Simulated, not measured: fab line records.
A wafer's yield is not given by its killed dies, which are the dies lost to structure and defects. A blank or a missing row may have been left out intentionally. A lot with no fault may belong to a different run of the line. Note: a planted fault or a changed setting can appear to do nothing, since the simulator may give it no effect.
fab line records :: flow sky130
record:
  lots: 5
  wafers: 15
  last-day: 49
route steps=708 shown LDD_HVN@270 LDD_HVP@278 LDD_LDN@289
lots untouched by any fault: they come from a run of this same line in which no faults occurred
start-h: hours from the record's first day to the start of the lot's first wafer shown :: wait-h: how many hours have passed since the lot's step before this one :: " identical to the entry in the row above :: L1.1+2: several wafers, shown together as one row :: - no value, or no start given :: * or withheld: withheld :: < > ~ a bound
route shown NAME@n: names a module that has steps shown in the file, with the first one's number in the route :: usual: the fault-free wafers' mean and standard deviation :: same: alike in all rows :: chamber/n: place in a boat :: sites: the reading at each site :: _std_site: their standard deviation :: _edge_site: the outer-site mean with the inner-site mean subtracted :: radius-mm: how far each site lies from the wafer's centre :: mask NAME#n: copy n :: behind: tool/chamber where the wafer was last shaped :: hold: reason for holding the lot/hours on hold/outcome of the hold :: device: the transistor (n, p or np) that didn't switch :: end of line: the same wafers' tests at the end of the route :: where a step has no rows: the recipe by itself :: killed: count of dies lost to structure and defects at first sort (not the wafer's yield) :: map: dies across one wafer; x = killed, . = not, _ = none there
set.NAME: the setting the step ran with; set.NAME@STEP: the setting that earlier step ran with :: model.NAME: the simulator's own value behind a step, which no gauge read
a table for each step, a row for each wafer; lots at some steps of the route
services: a tool's chamber out of use, with start hour (start-h, from the record's first day; less than 0 if before it), hours out, and reason
== steps ==
step: SKY_LDD_HVN_SOFTBAKE_03
recipe:
  temp-c: 90
  time-s: 60
  resist: NOVOLAK
step: SKY_LDD_HVN_EXPOSE_04
recipe:
  mask-id: HVNTM
  na: 0.6
  source-shape: conventional
  sigma-outer: 0.6
  polarization: unpolarized
  target-cd-nm: 700
  dose-mj: 127
step: SKY_LDD_HVN_PEB_05
recipe:
  temp-c: withheld
  time-s: *
  resist: NOVOLAK
step: SKY_LDD_HVN_DEVELOP_06
recipe:
  resist: NOVOLAK
  developer: TMAH
  develop-time-s: 60
  dev-temp-c: 23
step: SKY_LDD_HVN_OVL_MEAS_07
usual:
  LDD_HVN_OVL: 1.7/1.2
lot.wafer: L845.1
tool: overlay-02
chamber: -
start-h: 501.22
wait-h: 0.1
LDD_HVN_OVL[nm]: 0.8

lot.wafer: L845.4
tool: overlay-02
chamber: -
start-h: 501.22
wait-h: 0.1
LDD_HVN_OVL[nm]: 0.8

lot.wafer: L845.5
tool: overlay-02
chamber: -
start-h: 501.22
wait-h: 0.1
LDD_HVN_OVL[nm]: 0.1

lot.wafer: L851.4
tool: overlay-01
chamber: -
start-h: 555.21
wait-h: 0.1
LDD_HVN_OVL[nm]: 1.9

lot.wafer: L851.5
tool: overlay-01
chamber: -
start-h: 555.21
wait-h: 0.1
LDD_HVN_OVL[nm]: 1.3

lot.wafer: L851.6
tool: overlay-01
chamber: -
start-h: 555.21
wait-h: 0.1
LDD_HVN_OVL[nm]: -0.2

lot.wafer: L855.4
tool: overlay-02
chamber: -
start-h: 586.89
wait-h: 0.1
LDD_HVN_OVL[nm]: 0.9

lot.wafer: L855.5
tool: overlay-02
chamber: -
start-h: 586.89
wait-h: 0.1
LDD_HVN_OVL[nm]: 2.5

lot.wafer: L855.6
tool: overlay-02
chamber: -
start-h: 586.89
wait-h: 0.1
LDD_HVN_OVL[nm]: 0.7

lot.wafer: L856.1
tool: overlay-02
chamber: -
start-h: 603.57
wait-h: 0.1
LDD_HVN_OVL[nm]: 3.3

lot.wafer: L856.2
tool: overlay-02
chamber: -
start-h: 603.57
wait-h: 0.1
LDD_HVN_OVL[nm]: 3.0

lot.wafer: L856.3
tool: overlay-02
chamber: -
start-h: 603.57
wait-h: 0.1
LDD_HVN_OVL[nm]: 3.8

lot.wafer: L857.1
tool: overlay-02
chamber: -
start-h: 606.82
wait-h: 0.1
LDD_HVN_OVL[nm]: 1.6

lot.wafer: L857.2
tool: overlay-02
chamber: -
start-h: 606.82
wait-h: 0.1
LDD_HVN_OVL[nm]: 0.5

lot.wafer: L857.4
tool: overlay-02
chamber: -
start-h: 606.82
wait-h: 0.1
LDD_HVN_OVL[nm]: -0.3
step: SKY_LDD_HVN_IMPLANT_08
recipe:
  species: P
  energy-kev: 60
  dose-cm2: 3e+13
  tilt-deg: 40
step: SKY_LDD_HVN_STRIP_09
recipe:
  chemistry: O2/N2
  power-w: 1400
  pressure-mtorr: 1500
  platen-temp-c: withheld
  o2-flow-sccm: 3000
  n2-flow-sccm: 300
  overash-fraction: 0.5
usual:
  drypump-motor-current-A: 5.7/0.32
  oes-product-au: 0.408/0.0046
  strip-time-to-endpoint-s: 4.141/0.013
lot.wafer: L845.1
tool: plasma-asher-02
chamber: 1
start-h: 501.41
wait-h: 0.1
drypump-motor-current-A: 5.3
oes-product-au: 0.413
rf-hours-counter-h: 84
strip-time-to-endpoint-s: 4.153

lot.wafer: L845.4
tool: plasma-asher-02
chamber: 1
start-h: 501.41
wait-h: 0.1
drypump-motor-current-A: 5.3
oes-product-au: 0.410
rf-hours-counter-h: -
strip-time-to-endpoint-s: 4.138

lot.wafer: L845.5
tool: plasma-asher-02
chamber: 0
start-h: 501.41
wait-h: 0.1
drypump-motor-current-A: 5.8
oes-product-au: 0.417
rf-hours-counter-h: -
strip-time-to-endpoint-s: 4.154

lot.wafer: L851.4
tool: plasma-asher-02
chamber: 0
start-h: 555.41
wait-h: 0.1
drypump-motor-current-A: 5.8
oes-product-au: 0.413
rf-hours-counter-h: -
strip-time-to-endpoint-s: 4.161

lot.wafer: L851.5
tool: plasma-asher-02
chamber: 0
start-h: 555.41
wait-h: 0.1
drypump-motor-current-A: 5.8
oes-product-au: 0.410
rf-hours-counter-h: -
strip-time-to-endpoint-s: 4.145

lot.wafer: L851.6
tool: plasma-asher-02
chamber: 1
start-h: 555.41
wait-h: 0.1
drypump-motor-current-A: 5.3
oes-product-au: 0.418
rf-hours-counter-h: -
strip-time-to-endpoint-s: 4.154

lot.wafer: L855.4
tool: plasma-asher-03
chamber: 1
start-h: 587.09
wait-h: 0.1
drypump-motor-current-A: 6.2
oes-product-au: 0.404
rf-hours-counter-h: -
strip-time-to-endpoint-s: 4.159

lot.wafer: L855.5
tool: plasma-asher-03
chamber: 0
start-h: 587.09
wait-h: 0.1
drypump-motor-current-A: 6.0
oes-product-au: 0.413
rf-hours-counter-h: -
strip-time-to-endpoint-s: 4.140

lot.wafer: L855.6
tool: plasma-asher-03
chamber: 1
start-h: 587.09
wait-h: 0.1
drypump-motor-current-A: 6.2
oes-product-au: 0.405
rf-hours-counter-h: -
strip-time-to-endpoint-s: 4.149

lot.wafer: L856.1
tool: plasma-asher-02
chamber: 1
start-h: 603.76
wait-h: 0.1
drypump-motor-current-A: 5.3
oes-product-au: 0.417
rf-hours-counter-h: 94
strip-time-to-endpoint-s: 4.136

lot.wafer: L856.2
tool: plasma-asher-02
chamber: 0
start-h: 603.76
wait-h: 0.1
drypump-motor-current-A: 5.8
oes-product-au: 0.408
rf-hours-counter-h: 94
strip-time-to-endpoint-s: 4.126

lot.wafer: L856.3
tool: plasma-asher-02
chamber: 1
start-h: 603.76
wait-h: 0.1
drypump-motor-current-A: 5.3
oes-product-au: 0.415
rf-hours-counter-h: -
strip-time-to-endpoint-s: 4.125

lot.wafer: L857.1
tool: plasma-asher-02
chamber: 0
start-h: 607.01
wait-h: 0.1
drypump-motor-current-A: 5.8
oes-product-au: 0.408
rf-hours-counter-h: 94
strip-time-to-endpoint-s: 4.137

lot.wafer: L857.2
tool: plasma-asher-02
chamber: 1
start-h: 607.01
wait-h: 0.1
drypump-motor-current-A: 5.4
oes-product-au: 0.406
rf-hours-counter-h: 94
strip-time-to-endpoint-s: 4.124

lot.wafer: L857.4
tool: plasma-asher-02
chamber: 1
start-h: 607.01
wait-h: 0.1
drypump-motor-current-A: 5.3
oes-product-au: 0.406
rf-hours-counter-h: -
strip-time-to-endpoint-s: 4.125
step: SKY_LDD_HVN_TW_MEAS_10
usual:
  LDD_HVN_TW: 1435/12
lot.wafer: L845.1
tool: film-metro-04
chamber: -
start-h: 501.51
wait-h: 0.1
LDD_HVN_TW: 1432

lot.wafer: L845.4
tool: film-metro-04
chamber: -
start-h: 501.51
wait-h: 0.1
LDD_HVN_TW: 1430

lot.wafer: L845.5
tool: film-metro-04
chamber: -
start-h: 501.51
wait-h: 0.1
LDD_HVN_TW: 1430

lot.wafer: L851.4
tool: film-metro-03
chamber: -
start-h: 555.50
wait-h: 0.1
LDD_HVN_TW: 1451

lot.wafer: L851.5
tool: film-metro-03
chamber: -
start-h: 555.50
wait-h: 0.1
LDD_HVN_TW: 1454

lot.wafer: L851.6
tool: film-metro-03
chamber: -
start-h: 555.50
wait-h: 0.1
LDD_HVN_TW: 1446

lot.wafer: L855.4
tool: film-metro-01
chamber: -
start-h: 587.19
wait-h: 0.1
LDD_HVN_TW: 1424

lot.wafer: L855.5
tool: film-metro-01
chamber: -
start-h: 587.19
wait-h: 0.1
LDD_HVN_TW: 1420

lot.wafer: L855.6
tool: film-metro-01
chamber: -
start-h: 587.19
wait-h: 0.1
LDD_HVN_TW: 1423

lot.wafer: L856.1
tool: film-metro-01
chamber: -
start-h: 603.86
wait-h: 0.1
LDD_HVN_TW: 1427

lot.wafer: L856.2
tool: film-metro-01
chamber: -
start-h: 603.86
wait-h: 0.1
LDD_HVN_TW: 1430

lot.wafer: L856.3
tool: film-metro-01
chamber: -
start-h: 603.86
wait-h: 0.1
LDD_HVN_TW: 1416

lot.wafer: L857.1
tool: film-metro-04
chamber: -
start-h: 607.11
wait-h: 0.1
LDD_HVN_TW: 1440

lot.wafer: L857.2
tool: film-metro-04
chamber: -
start-h: 607.11
wait-h: 0.1
LDD_HVN_TW: 1434

lot.wafer: L857.4
tool: film-metro-04
chamber: -
start-h: 607.11
wait-h: 0.1
LDD_HVN_TW: 1432
step: SKY_LDD_HVP_DEHYDRATE_00
recipe:
  temp-c: 200
  time-s: 60
step: SKY_LDD_HVP_HMDS_01
recipe:
  prime-time-s: 60
  prime-temp-c: 120
step: SKY_LDD_HVP_COAT_02
recipe:
  resist: NOVOLAK
  spin-rpm: 3000
  resist-thk-nm: 300
step: SKY_LDD_HVP_SOFTBAKE_03
recipe:
  temp-c: 90
  time-s: 60
  resist: NOVOLAK
step: SKY_LDD_HVP_EXPOSE_04
recipe:
  mask-id: HVPTM
  na: 0.6
  source-shape: conventional
  sigma-outer: 0.6
  polarization: unpolarized
  target-cd-nm: 700
  dose-mj: 86
same:
  na: 0.6
lot.wafer: L845.1+4+5
tool: iline-stepper-01
chamber: 0
start-h: 516.37
wait-h: -
mask: HVPTM#0

lot.wafer: L851.4+5+6
tool: iline-stepper-01
chamber: 0
start-h: 570.99
wait-h: -
mask: HVPTM#0

lot.wafer: L855.4+5+6
tool: iline-stepper-01
chamber: 0
start-h: 602.05
wait-h: -
mask: HVPTM#0

lot.wafer: L856.1+2+3
tool: iline-stepper-02
chamber: 0
start-h: 617.51
wait-h: -
mask: HVPTM#0

lot.wafer: L857.1+2+4
tool: iline-stepper-02
chamber: 0
start-h: 621.39
wait-h: -
mask: LDNTM#0
step: SKY_LDD_HVP_PEB_05
recipe:
  temp-c: withheld
  time-s: *
  resist: NOVOLAK
step: SKY_LDD_HVP_DEVELOP_06
recipe:
  resist: NOVOLAK
  developer: TMAH
  develop-time-s: 60
  dev-temp-c: 23
step: SKY_LDD_HVP_OVL_MEAS_07
usual:
  LDD_HVP_OVL: -0.1/1.2
lot.wafer: L845.1
tool: overlay-01
chamber: -
start-h: 531.59
wait-h: 0.1
LDD_HVP_OVL[nm]: -3.1

lot.wafer: L845.4
tool: overlay-01
chamber: -
start-h: 531.59
wait-h: 0.1
LDD_HVP_OVL[nm]: 0.8

lot.wafer: L845.5
tool: overlay-01
chamber: -
start-h: 531.59
wait-h: 0.1
LDD_HVP_OVL[nm]: -2.1

lot.wafer: L851.4
tool: overlay-01
chamber: -
start-h: 584.94
wait-h: 0.1
LDD_HVP_OVL[nm]: 0.6

lot.wafer: L851.5
tool: overlay-01
chamber: -
start-h: 584.94
wait-h: 0.1
LDD_HVP_OVL[nm]: -0.1

lot.wafer: L851.6
tool: overlay-01
chamber: -
start-h: 584.94
wait-h: 0.1
LDD_HVP_OVL[nm]: -1.3

lot.wafer: L855.4
tool: overlay-02
chamber: -
start-h: 615.81
wait-h: 0.1
LDD_HVP_OVL[nm]: -0.2

lot.wafer: L855.5
tool: overlay-02
chamber: -
start-h: 615.81
wait-h: 0.1
LDD_HVP_OVL[nm]: -1.4

lot.wafer: L855.6
tool: overlay-02
chamber: -
start-h: 615.81
wait-h: 0.1
LDD_HVP_OVL[nm]: -0.6

lot.wafer: L856.1
tool: overlay-01
chamber: -
start-h: 632.19
wait-h: 0.1
LDD_HVP_OVL[nm]: -1.5

lot.wafer: L856.2
tool: overlay-01
chamber: -
start-h: 632.19
wait-h: 0.1
LDD_HVP_OVL[nm]: -0.8

lot.wafer: L856.3
tool: overlay-01
chamber: -
start-h: 632.19
wait-h: 0.1
LDD_HVP_OVL[nm]: 1.2

lot.wafer: L857.1
tool: overlay-02
chamber: -
start-h: 635.42
wait-h: 0.1
LDD_HVP_OVL[nm]: -

lot.wafer: L857.2
tool: overlay-02
chamber: -
start-h: 635.42
wait-h: 0.1
LDD_HVP_OVL[nm]: -

lot.wafer: L857.4
tool: overlay-02
chamber: -
start-h: 635.42
wait-h: 0.1
LDD_HVP_OVL[nm]: -
step: SKY_LDD_HVP_IMPLANT_08
recipe:
  species: B
  energy-kev: 20
  dose-cm2: 1.7e+13
  tilt-deg: 17.9
step: SKY_LDD_HVP_STRIP_09
recipe:
  chemistry: O2/N2
  power-w: 1400
  pressure-mtorr: 1500
  platen-temp-c: withheld
  o2-flow-sccm: 3000
  n2-flow-sccm: 300
  overash-fraction: 0.5
usual:
  drypump-motor-current-A: 5.67/0.24
  oes-product-au: 0.408/0.0048
  strip-time-to-endpoint-s: 4.133/0.016
lot.wafer: L845.1
tool: plasma-asher-02
chamber: 0
start-h: 531.77
wait-h: 0.1
drypump-motor-current-A: 5.76
oes-product-au: 0.408
rf-hours-counter-h: 87
strip-time-to-endpoint-s: 4.132

lot.wafer: L845.4
tool: plasma-asher-02
chamber: 0
start-h: 531.77
wait-h: 0.1
drypump-motor-current-A: 5.77
oes-product-au: 0.400
rf-hours-counter-h: -
strip-time-to-endpoint-s: 4.122

lot.wafer: L845.5
tool: plasma-asher-02
chamber: 1
start-h: 531.77
wait-h: 0.1
drypump-motor-current-A: 5.32
oes-product-au: 0.401
rf-hours-counter-h: -
strip-time-to-endpoint-s: 4.106

lot.wafer: L851.4
tool: plasma-asher-01
chamber: 0
start-h: 585.14
wait-h: 0.1
drypump-motor-current-A: 5.44
oes-product-au: 0.408
rf-hours-counter-h: -
strip-time-to-endpoint-s: 4.128

lot.wafer: L851.5
tool: plasma-asher-01
chamber: 0
start-h: 585.14
wait-h: 0.1
drypump-motor-current-A: 5.43
oes-product-au: 0.416
rf-hours-counter-h: -
strip-time-to-endpoint-s: 4.133

lot.wafer: L851.6
tool: plasma-asher-01
chamber: 1
start-h: 585.14
wait-h: 0.1
drypump-motor-current-A: 5.98
oes-product-au: 0.411
rf-hours-counter-h: -
strip-time-to-endpoint-s: 4.128

lot.wafer: L855.4
tool: plasma-asher-01
chamber: 1
start-h: 616.01
wait-h: 0.1
drypump-motor-current-A: 5.99
oes-product-au: 0.413
rf-hours-counter-h: -
strip-time-to-endpoint-s: 4.120

lot.wafer: L855.5
tool: plasma-asher-01
chamber: 1
start-h: 616.01
wait-h: 0.1
drypump-motor-current-A: 5.99
oes-product-au: 0.413
rf-hours-counter-h: -
strip-time-to-endpoint-s: 4.115

lot.wafer: L855.6
tool: plasma-asher-01
chamber: 0
start-h: 616.01
wait-h: 0.1
drypump-motor-current-A: 5.41
oes-product-au: 0.415
rf-hours-counter-h: -
strip-time-to-endpoint-s: 4.123

lot.wafer: L856.1
tool: plasma-asher-04
chamber: 0
start-h: 632.37
wait-h: 0.1
drypump-motor-current-A: 5.69
oes-product-au: 0.410
rf-hours-counter-h: 50
strip-time-to-endpoint-s: 4.118

lot.wafer: L856.2
tool: plasma-asher-04
chamber: 1
start-h: 632.37
wait-h: 0.1
drypump-motor-current-A: 5.85
oes-product-au: 0.414
rf-hours-counter-h: 50
strip-time-to-endpoint-s: 4.112

lot.wafer: L856.3
tool: plasma-asher-04
chamber: 1
start-h: 632.37
wait-h: 0.1
drypump-motor-current-A: 5.86
oes-product-au: 0.408
rf-hours-counter-h: -
strip-time-to-endpoint-s: 4.121

lot.wafer: L857.1
tool: plasma-asher-02
chamber: 0
start-h: 635.61
wait-h: 0.1
drypump-motor-current-A: 5.75
oes-product-au: 0.408
rf-hours-counter-h: 96
strip-time-to-endpoint-s: 4.162

lot.wafer: L857.2
tool: plasma-asher-02
chamber: 1
start-h: 635.61
wait-h: 0.1
drypump-motor-current-A: 5.32
oes-product-au: 0.410
rf-hours-counter-h: 96
strip-time-to-endpoint-s: 4.139

lot.wafer: L857.4
tool: plasma-asher-02
chamber: 1
start-h: 635.61
wait-h: 0.1
drypump-motor-current-A: 5.33
oes-product-au: 0.412
rf-hours-counter-h: -
strip-time-to-endpoint-s: 4.128
step: SKY_LDD_HVP_TW_MEAS_10
usual:
  LDD_HVP_TW: 455.2/2.8
lot.wafer: L845.1
tool: film-metro-01
chamber: -
start-h: 531.87
wait-h: 0.1
LDD_HVP_TW: 452.2

lot.wafer: L845.4
tool: film-metro-01
chamber: -
start-h: 531.87
wait-h: 0.1
LDD_HVP_TW: 452.7

lot.wafer: L845.5
tool: film-metro-01
chamber: -
start-h: 531.87
wait-h: 0.1
LDD_HVP_TW: 452.7

lot.wafer: L851.4
tool: film-metro-03
chamber: -
start-h: 585.24
wait-h: 0.1
LDD_HVP_TW: 458.1

lot.wafer: L851.5
tool: film-metro-03
chamber: -
start-h: 585.24
wait-h: 0.1
LDD_HVP_TW: 461.8

lot.wafer: L851.6
tool: film-metro-03
chamber: -
start-h: 585.24
wait-h: 0.1
LDD_HVP_TW: 461.6

lot.wafer: L855.4
tool: film-metro-03
chamber: -
start-h: 616.10
wait-h: 0.1
LDD_HVP_TW: 457.3

lot.wafer: L855.5
tool: film-metro-03
chamber: -
start-h: 616.10
wait-h: 0.1
LDD_HVP_TW: 457.7

lot.wafer: L855.6
tool: film-metro-03
chamber: -
start-h: 616.10
wait-h: 0.1
LDD_HVP_TW: 456.2

lot.wafer: L856.1
tool: film-metro-01
chamber: -
start-h: 632.47
wait-h: 0.1
LDD_HVP_TW: 452.4

lot.wafer: L856.2
tool: film-metro-01
chamber: -
start-h: 632.47
wait-h: 0.1
LDD_HVP_TW: 453.5

lot.wafer: L856.3
tool: film-metro-01
chamber: -
start-h: 632.47
wait-h: 0.1
LDD_HVP_TW: 452.5

lot.wafer: L857.1
tool: film-metro-03
chamber: -
start-h: 635.71
wait-h: 0.1
LDD_HVP_TW: 30.0

lot.wafer: L857.2
tool: film-metro-03
chamber: -
start-h: 635.71
wait-h: 0.1
LDD_HVP_TW: 30.1

lot.wafer: L857.4
tool: film-metro-03
chamber: -
start-h: 635.71
wait-h: 0.1
LDD_HVP_TW: 30.1
step: SKY_LDD_LDN_DEHYDRATE_00
recipe:
  temp-c: 200
  time-s: 60
== services ==
tool: iline-stepper-01
chamber: -
start-h: 543.17
hours: 2.0
kind: repair

tool: iline-stepper-01
chamber: 0
start-h: 559.50
hours: -
kind: calibration

tool: iline-stepper-02
chamber: 0
start-h: 589.09
hours: -
kind: calibration

tool: plasma-asher-02
chamber: -
start-h: 601.23
hours: 1.3
kind: repair

tool: plasma-asher-04
chamber: -
start-h: 605.54
hours: 0.7
kind: repair

tool: plasma-asher-02
chamber: -
start-h: 614.11
hours: 12.1
kind: repair

tool: iline-stepper-02
chamber: -
start-h: 615.19
hours: 1.7
kind: pm

tool: iline-stepper-02
chamber: -
start-h: 625.45
hours: 8.9
kind: pm

tool: iline-stepper-02
chamber: -
start-h: 635.02
hours: 9.2
kind: repair
== key ==
first-sign:
  step: SKY_LDD_HVP_EXPOSE_04
  reading: mask
  direction: changed
effect:
  step: SKY_LDD_HVP_OVL_MEAS_07
  reading: LDD_HVP_OVL
  direction: missing
effect:
  step: SKY_LDD_HVP_TW_MEAS_10
  reading: LDD_HVP_TW
  direction: down
  sigmas: 99+
  usual: 455.2
  struck: 30.1
met-at SKY_LDD_HVP_EXPOSE_04
struck-wafers L857.1,L857.2,L857.4
sort-left-out L857.1,L857.2,L857.4
tester-left-out L857
onset-between 617.51 621.39
fault:
  kind: wrong-mask
  tool: any
  chamber: -
  onset-h: 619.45
  steps: SKY_LDD_HVP_EXPOSE_04
  aux-copy: LDNTM#0
  scope: struck-lots-only
tester-left-out: of these lots the tester's yield and bins aren't shown, on N5 and GAA mostly nor the transistor test; their killed dies are dies lost to structure and defects alone, not to doping, threshold or leakage, so they don't give the yield
sort-left-out: the simulated sort isn't trusted on such a fault, so these wafers' sort isn't shown, and their yield isn't known
